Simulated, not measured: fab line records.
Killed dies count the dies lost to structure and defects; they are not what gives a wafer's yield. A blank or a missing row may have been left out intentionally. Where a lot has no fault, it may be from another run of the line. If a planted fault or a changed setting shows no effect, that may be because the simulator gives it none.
A struck lot beside a sound one :: flow gf180mcu :: 21 steps out of a route of 602
Sound: the wafers L838.2, L838.5, L838.6. Struck: wafers L850.1, L850.4, L850.6. The cause is given at the end.
Per side, at each step with rows, come the tool, then ch with its chambers, and then its first start. Under that, the readings that differ: sound wafers :: struck wafers :: difference of the means :: sigmas: that difference in standard deviations of wafers without a fault.
alike: same words and numbers on both sides, and readings whose means sit less than 2 such deviations apart. not compared: any withheld reading, any reading some wafer has no value for, any bound like >300 that may hide the same value, and any number with overlapping values for which the record gives no deviation.
The two part at a step that has a row with sigmas, a row that says differs or no value, or rows on one side only. Numbers that have no deviation but don't overlap get no sigmas and don't part them. Lack of a reading on every wafer of one side parts them only where that side has two or more wafers.

first, 3 steps without rows for these wafers: GF_NWELL_EXPOSE_04 (exposes mask Nwell, target cd 860 nm); GF_NWELL_PEB_05; GF_NWELL_DEVELOP_06 (develop time 57.94 s).
GF_NWELL_OVL_MEAS_07:
  struck on overlay-01, day 6 11:43; sound on overlay-02, day 3 17:49
  alike: NWELL_OVL
then, 2 steps without rows for these wafers: GF_NWELL_IMPLANT_08; GF_NWELL_IMPLANT_09.
GF_NWELL_STRIP_10: strips in O2/N2.
  sound on plasma_asher-04 ch 0,1, day 3 18:09; struck on plasma_asher-02 ch 0,1, day 6 12:03
reading: strip_time_to_endpoint_s (s)
sound: 36.96 36.89 36.85
struck: 37.25 37.09 37.27
difference: +0.30
sigmas: +3
  alike: drypump_motor_current_A, heater_power_w, oes_product_au
  not compared: rf_hours_counter_h
GF_NWELL_TW_MEAS_11:
  struck on film_metro-01, day 6 12:09; sound on film_metro-01, day 3 18:16
  alike: NWELL_TW
then, 4 steps without rows for these wafers: GF_LVPWELL_DEHYDRATE_00 (time 60 s); GF_LVPWELL_HMDS_01 (prime time 60 s); GF_LVPWELL_COAT_02 (resist thk 3000 nm); GF_LVPWELL_SOFTBAKE_03.
GF_LVPWELL_EXPOSE_04: exposes mask LVPWELL, target cd 600 nm.
  sound on iline_stepper-01 ch 0, day 4 00:43; struck on iline_stepper-02 ch 0, day 6 19:55
reading: mask
sound: LVPWELL#0 LVPWELL#0 LVPWELL#0
struck: Nwell#0 Nwell#0 Nwell#0
difference: differs
sigmas: 
then, 2 steps without rows for these wafers: GF_LVPWELL_PEB_05; GF_LVPWELL_DEVELOP_06 (develop time 60 s).
GF_LVPWELL_OVL_MEAS_07:
  struck on overlay-01, day 7 03:42; sound on overlay-02, day 4 06:50
reading: LVPWELL_OVL (nm)
sound: -3.5 -2.3 -0.6
struck: - - -
difference: no value on the struck wafers
sigmas: 
then, 2 steps without rows for these wafers: GF_LVPWELL_IMPLANT_08; GF_LVPWELL_IMPLANT_09.
GF_LVPWELL_STRIP_10: strips in O2/N2.
  sound on plasma_asher-01 ch 0,1, day 4 07:10; struck on plasma_asher-04 ch 0,1, day 7 04:02
  alike: drypump_motor_current_A, heater_power_w, oes_product_au, strip_time_to_endpoint_s
  not compared: rf_hours_counter_h
GF_LVPWELL_TW_MEAS_11:
  struck on film_metro-03, day 7 04:08; sound on film_metro-02, day 4 07:17
reading: LVPWELL_TW
sound: 562 559 558
struck: 29 29 29
difference: -531
sigmas: -61
then, 1 step without rows for these wafers: GF_MVSD_DEHYDRATE_00 (time 60 s).

WHERE THEY PART
Last at GF_LVPWELL_TW_MEAS_11 as far as this record goes, first at GF_NWELL_STRIP_10.

WHY: what the simulator had put in
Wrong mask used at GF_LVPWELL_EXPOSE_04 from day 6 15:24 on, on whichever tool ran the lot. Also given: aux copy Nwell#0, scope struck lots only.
